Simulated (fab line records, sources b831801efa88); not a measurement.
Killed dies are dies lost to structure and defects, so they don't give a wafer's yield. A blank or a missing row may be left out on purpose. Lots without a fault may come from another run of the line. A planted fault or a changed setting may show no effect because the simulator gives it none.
fab line records | flow gf180mcu
record lots=12 wafers=36 last_day=34
route steps=602 shown NWELL@44 V1@349 M2@378
lots that met no fault: from a run of the same line without faults
start_h: hours from the record's first day to the start of the lot's first wafer shown | wait_h: hours since the lot's step before | " the same as in the row above | L1.1+2: a row that stands for several wafers | - no value, or no start given | * or withheld: withheld | < > ~ a bound
route shown NAME@n: a module of which the file shows steps, and the number in the route of the first | usual: mean/standard deviation of fault-free wafers | same: alike in all rows | chamber/n: place in a boat | sites: the reading at each site | _std_site: their standard deviation | _edge_site: outer sites' mean less inner sites' | radius_mm: how far each site lies from the wafer's centre | mask NAME#n: copy n | behind: the tool/chamber that last shaped the wafer | hold: why the lot was held/for how many hours/how that ended | device: the transistor (n, p or np) that didn't switch | end of line: the same wafers' tests at the end of the route | a step without rows: its recipe alone | killed: dies lost to structure and defects at the first sort, not the wafer's yield | map: a wafer's dies, x killed, . not, _ none there
set.NAME: the setting as run; set.NAME@STEP: as run at that earlier step | model.NAME: the simulator's own value behind a step, which no gauge read
steps of the route over a sample of lots; a table a step, a row a wafer
services: from which hour (start_h, from the record's first day; less than 0 if before it) a tool's chamber was out of use, for how many hours, and why
## steps
# step GF_NWELL_COAT_02
# recipe spin_rpm=2000 resist_thk_nm=3000
# usual spin_speed_rpm=2000.1/1.3
# columns lot.wafer tool chamber start_h wait_h spin_speed_rpm
L690.1 litho_track-01 0 54.39 0.1 2000.2
L690.2 " 0 " " 2000.6
L690.6 " 0 " " 2002.6
L691.1 litho_track-02 0 58.99 0.1 1999.8
L691.2 " 0 " " 2000.9
L691.4 " 0 " " 2000.3
L694.2 litho_track-01 0 76.77 0.1 2000.0
L694.4 " 0 " " 2001.6
L694.5 " 0 " " 2001.2
L696.1 litho_track-02 0 87.39 0.1 1998.8
L696.2 " 0 " " 1999.6
L696.3 " 0 " " 1999.2
L698.2 litho_track-02 0 98.72 0.1 2117.3
L698.3 " 0 " " 2119.3
L698.4 " 0 " " 2117.5
L699.1 litho_track-02 0 104.29 0.1 2115.6
L699.2 " 0 " " 2113.8
L699.4 " 0 " " 2115.4
L701.3 litho_track-02 0 113.34 0.1 2115.5
L701.5 " 0 " " 2116.0
L701.6 " 0 " " 2115.3
L706.2 litho_track-01 0 140.02 0.1 1998.5
L706.3 " 0 " " 1999.5
L706.6 " 0 " " 2000.6
L708.2 litho_track-01 0 151.12 0.1 1997.3
L708.3 " 0 " " 2002.1
L708.4 " 0 " " 1999.5
L709.4 litho_track-01 0 155.87 0.1 2000.2
L709.5 " 0 " " 1999.1
L709.6 " 0 " " 2001.4
L711.2 litho_track-04 0 169.27 0.1 1999.1
L711.3 " 0 " " 1997.2
L711.5 " 0 " " 2000.7
L712.1 litho_track-01 0 174.64 0.1 2000.9
L712.5 " 0 " " 2002.0
L712.6 " 0 " " 2001.1
# step GF_NWELL_STRIP_10
# recipe chemistry=O2/N2 power_w=1400 pressure_mtorr=1500 platen_temp_c=250 o2_flow_sccm=3000 n2_flow_sccm=300 overash_fraction=0.5
# usual drypump_motor_current_A=6.42/0.2 heater_power_w=360/21 oes_product_au=0.723/0.004 strip_time_to_endpoint_s=37.02/0.093
# columns lot.wafer tool chamber start_h wait_h drypump_motor_current_A heater_power_w oes_product_au rf_hours_counter_h strip_time_to_endpoint_s
L690.1 plasma_asher-01 1 60.98 0.1 6.58 371 0.721 41 37.05
L690.2 " 0 " " 6.56 351 0.728 41 36.97
L690.6 " 0 " " 6.55 350 0.717 - 37.09
L691.1 plasma_asher-04 1 65.93 0.1 6.33 382 0.723 27 36.97
L691.2 " 0 " " 6.28 371 0.735 27 37.00
L691.4 " 1 " " 6.32 384 0.714 - 37.03
L694.2 plasma_asher-01 1 84.03 0.1 6.53 383 0.730 44 36.95
L694.4 " 0 " " 6.58 344 0.723 - 36.96
L694.5 " 1 " " 6.53 364 0.728 - 36.91
L696.1 plasma_asher-01 1 95.08 0.1 6.51 375 0.724 44 36.93
L696.2 " 0 " " 6.55 357 0.717 44 36.94
L696.3 " 0 " " 6.56 354 0.721 - 36.85
L698.2 plasma_asher-01 1 106.33 0.1 6.50 370 0.725 46 36.13
L698.3 " 1 " " 6.52 379 0.720 - 36.17
L698.4 " 0 " " 6.55 356 0.716 - 36.09
L699.1 plasma_asher-02 1 111.63 0.1 6.63 375 0.719 45 36.18
L699.2 " 0 " " 6.06 320 0.718 45 36.22
L699.4 " 1 " " 6.65 367 0.720 - 36.20
L701.3 plasma_asher-02 1 121.36 0.1 6.66 379 0.725 - 36.19
L701.5 " 1 " " 6.61 380 0.722 - 36.11
L701.6 " 0 " " 6.07 317 0.731 - 36.04
L706.2 plasma_asher-01 0 148.33 0.1 6.56 354 0.728 50 36.83
L706.3 " 1 " " 6.56 377 0.724 - 36.90
L706.6 " 0 " " 6.53 353 0.718 - 36.82
L708.2 plasma_asher-01 1 159.83 0.1 6.53 365 0.728 51 37.09
L708.3 " 0 " " 6.54 347 0.721 - 37.28
L708.4 " 1 " " 6.55 383 0.723 - 37.12
L709.4 plasma_asher-04 0 164.56 0.1 6.28 357 0.720 - 37.09
L709.5 " 0 " " 6.28 358 0.723 - 36.96
L709.6 " 1 " " 6.30 384 0.723 - 37.02
L711.2 plasma_asher-04 0 177.88 0.1 6.25 356 0.721 39 36.93
L711.3 " 0 " " 6.27 367 0.723 - 36.91
L711.5 " 0 " " 6.27 357 0.721 - 36.88
L712.1 plasma_asher-01 1 183.48 0.1 6.54 374 0.727 54 37.00
L712.5 " 1 " " 6.53 384 0.721 - 37.02
L712.6 " 0 " " 6.57 347 0.720 - 37.01
# step GF_V1_CD_MEAS_14
# recipe target_cd_nm=260
# usual cd_nm=260.2/1.2
# columns lot.wafer tool chamber start_h wait_h cd_nm
L690.1 cd_sem-01 - 413.69 0.1 260.9
L690.2 " - " " 259.5
L690.6 " - " " 259.6
L691.1 cd_sem-02 - 428.89 0.1 258.1
L691.2 " - " " 259.5
L691.4 " - " " 258.1
L694.2 cd_sem-02 - 459.02 0.1 259.5
L694.4 " - " " 259.4
L694.5 " - " " 259.2
L696.1 cd_sem-01 - 477.74 0.1 260.1
L696.2 " - " " 259.4
L696.3 " - " " 258.7
L698.2 cd_sem-01 - 495.06 0.1 261.9
L698.3 " - " " 260.2
L698.4 " - " " 261.6
L699.1 cd_sem-01 - 507.44 0.1 259.1
L699.2 " - " " 258.0
L699.4 " - " " 257.7
L701.3 cd_sem-02 - 518.93 0.1 261.2
L701.5 " - " " 259.8
L701.6 " - " " 260.6
L706.2 cd_sem-02 - 558.41 0.1 260.4
L706.3 " - " " 261.1
L706.6 " - " " 260.0
L708.2 cd_sem-01 - 571.31 0.1 261.7
L708.3 " - " " 261.7
L708.4 " - " " 261.6
L709.4 cd_sem-01 - 581.05 0.1 259.5
L709.5 " - " " 261.2
L709.6 " - " " 260.0
L711.2 cd_sem-02 - 598.06 0.1 260.7
L711.3 " - " " 259.3
L711.5 " - " " 260.0
L712.1 cd_sem-02 - 601.65 0.1 261.7
L712.5 " - " " 261.1
L712.6 " - " " 260.4
# step GF_V1_SPUTTER_21
# recipe material=Ti target_thk_nm=15 chamber_pressure_pa=5 power_w=2500 substrate_temp_c=200 time_s=80.02
# usual chamber_pressure_pa=4.999/0.0098 throttle_valve_pct=30.2/1
# columns lot.wafer tool chamber start_h wait_h chamber_pressure_pa throttle_valve_pct
L690.1 pvd_sputter-04 - 414.57 0.0 4.979 29.5
L690.2 " - " " 5.002 29.2
L690.6 " - " " 4.986 31.4
L691.1 pvd_sputter-02 - 429.74 0.0 4.991 28.9
L691.2 " - " " 4.995 29.3
L691.4 " - " " 5.009 29.1
L694.2 pvd_sputter-04 - 459.96 0.0 5.015 31.5
L694.4 " - " " 4.993 29.3
L694.5 " - " " 5.007 31.3
L696.1 pvd_sputter-03 - 478.59 0.0 5.000 30.2
L696.2 " - " " 5.010 30.1
L696.3 " - " " 4.998 31.6
L698.2 pvd_sputter-03 - 495.86 0.0 4.988 30.7
L698.3 " - " " 4.997 29.6
L698.4 " - " " 5.005 31.6
L699.1 pvd_sputter-04 - 508.29 0.0 5.000 31.4
L699.2 " - " " 5.000 31.6
L699.4 " - " " 5.007 29.4
L701.3 pvd_sputter-03 - 519.71 0.0 5.011 32.0
L701.5 " - " " 4.997 31.4
L701.6 " - " " 4.995 30.1
L706.2 pvd_sputter-02 - 559.20 0.0 5.009 28.5
L706.3 " - " " 5.005 30.0
L706.6 " - " " 5.012 29.3
L708.2 pvd_sputter-04 - 572.14 0.0 5.007 29.4
L708.3 " - " " 4.999 29.2
L708.4 " - " " 4.994 31.7
L709.4 pvd_sputter-04 - 581.84 0.0 5.005 31.5
L709.5 " - " " 4.994 29.3
L709.6 " - " " 5.002 29.3
L711.2 pvd_sputter-02 - 598.85 0.0 4.996 28.6
L711.3 " - " " 5.014 29.7
L711.5 " - " " 4.999 29.5
L712.1 pvd_sputter-03 - 602.47 0.0 4.997 31.9
L712.5 " - " " 4.994 31.7
L712.6 " - " " 5.022 30.3
# step GF_M2_METAL_ETCH_16
# recipe chemistry=Cl2/BCl3 mask_material=KrF target_depth_nm=750.8 stop_on=SiO2 pressure_mtorr=8 icp_w=800 bias_w=140 Cl2_flow_sccm=80 bcl3_flow_sccm=40 time_s=125.1
# usual drypump_motor_current_A=5.8/0.31 oes_product_au=0.987/0.0051 throttle_valve_pct=28.231/0.009
# columns lot.wafer tool chamber start_h wait_h drypump_motor_current_A oes_product_au rf_hours_counter_h throttle_valve_pct
L690.1 rie_metal-01 1 439.64 0.0 5.7 0.983 8 28.241
L690.2 " 0 " " 5.9 0.991 1 28.225
L690.6 " 0 " " 5.9 0.980 - 28.238
L691.1 rie_metal-03 1 455.34 0.0 5.9 0.995 0 28.238
L691.2 " 0 " " 5.5 0.992 2 28.211
L691.4 " 0 " " 5.5 0.995 - 28.229
L694.2 rie_metal-01 0 485.54 0.0 5.9 0.993 2 28.235
L694.4 " 1 " " 5.7 0.990 - 28.229
L694.5 " 1 " " 5.8 0.989 - 28.231
L696.1 rie_metal-04 0 503.21 0.0 5.7 0.984 8 28.237
L696.2 " 1 " " 6.6 0.985 8 28.232
L696.3 " 1 " " 6.5 0.990 - 28.215
L698.2 rie_metal-03 1 520.46 0.0 5.9 0.987 2 28.224
L698.3 " 0 " " 5.4 0.990 - 28.227
L698.4 " 1 " " 5.9 0.995 - 28.233
L699.1 rie_metal-01 1 532.79 0.0 5.7 0.984 10 28.235
L699.2 " 1 " " 5.7 0.983 - 28.222
L699.4 " 1 " " 5.7 0.987 - 28.219
L701.3 rie_metal-04 1 543.45 0.1 6.5 0.990 - 28.228
L701.5 " 1 " " 6.5 0.994 - 28.250
L701.6 " 0 " " 5.7 0.985 - 28.227
L706.2 rie_metal-04 0 581.74 0.0 5.7 0.986 11 28.229
L706.3 " 0 " " 5.7 0.985 - 28.231
L706.6 " 0 " " 5.7 0.988 - 28.248
L708.2 rie_metal-01 0 594.65 0.1 5.9 0.984 - 28.230
L708.3 " 0 " " 5.9 0.986 - 28.215
L708.4 " 0 " " 5.9 0.987 - 28.230
L709.4 rie_metal-01 1 604.33 0.1 5.7 0.996 - 28.248
L709.5 " 1 " " 5.7 0.996 - 28.232
L709.6 " 0 " " 5.9 0.981 - 28.229
L711.2 rie_metal-03 1 620.65 0.0 5.9 0.998 5 28.240
L711.3 " 0 " " 5.4 0.989 - 28.226
L711.5 " 1 " " 5.9 0.978 - 28.221
L712.1 rie_metal-01 1 623.90 0.0 5.7 0.992 1 28.221
L712.5 " 1 " " 5.7 0.985 - 28.236
L712.6 " 0 " " 5.9 0.986 - 28.228
## services
# columns tool chamber start_h hours kind
rie_metal-03 0 55.17 4.4 repair
rie_metal-01 1 62.27 142.7 repair
plasma_asher-01 - 89.10 3.2 repair
pvd_sputter-04 - 117.35 2.3 repair
rie_metal-01 0 130.22 19.3 repair
plasma_asher-01 - 140.39 2.7 repair
pvd_sputter-04 - 159.87 1.1 repair
plasma_asher-04 - 179.33 2.8 pm
pvd_sputter-03 - 184.65 2.8 repair
plasma_asher-01 - 228.96 2.2 repair
pvd_sputter-04 - 238.21 1.7 repair
rie_metal-01 0 321.34 4.7 repair
pvd_sputter-04 - 363.15 1.3 repair
pvd_sputter-04 - 391.14 3.2 repair
pvd_sputter-03 - 429.35 4.6 repair
pvd_sputter-04 - 432.54 1.5 repair
pvd_sputter-03 - 448.47 5.8 repair
plasma_asher-01 - 457.37 2.8 pm
pvd_sputter-04 - 485.20 1.0 repair
pvd_sputter-03 - 489.49 5.9 repair
rie_metal-01 0 531.31 1.6 repair
pvd_sputter-04 - 546.24 2.9 repair
rie_metal-01 0 551.84 18.2 repair
rie_metal-01 1 552.07 8.6 repair
## key
first_sign step=GF_NWELL_COAT_02 reading=spin_speed_rpm direction=up sigmas=92 usual=* struck=*
effect step=GF_NWELL_STRIP_10 reading=strip_time_to_endpoint_s direction=down sigmas=9.4 usual=* struck=*
met_at GF_NWELL_COAT_02
struck_lots L698,L699,L701
tester_left_out L698,L699,L701
not_acting_at GF_V1_CD_MEAS_14,GF_V1_SPUTTER_21,GF_M2_METAL_ETCH_16
onset_between 87.39 98.72
fault kind=process_parameter_drift tool=litho_track-02 chamber=- onset_h=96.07 steps=GF_NWELL_COAT_02 channel=spin_rpm offset=* shape=step end_h=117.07 acts_in=* stated=*
# tester_left_out: of these lots the tester's yield and bins aren't shown, on N5 and GAA mostly nor the transistor test; their killed dies are dies lost to structure and defects alone, not to doping, threshold or leakage, so they don't give the yield
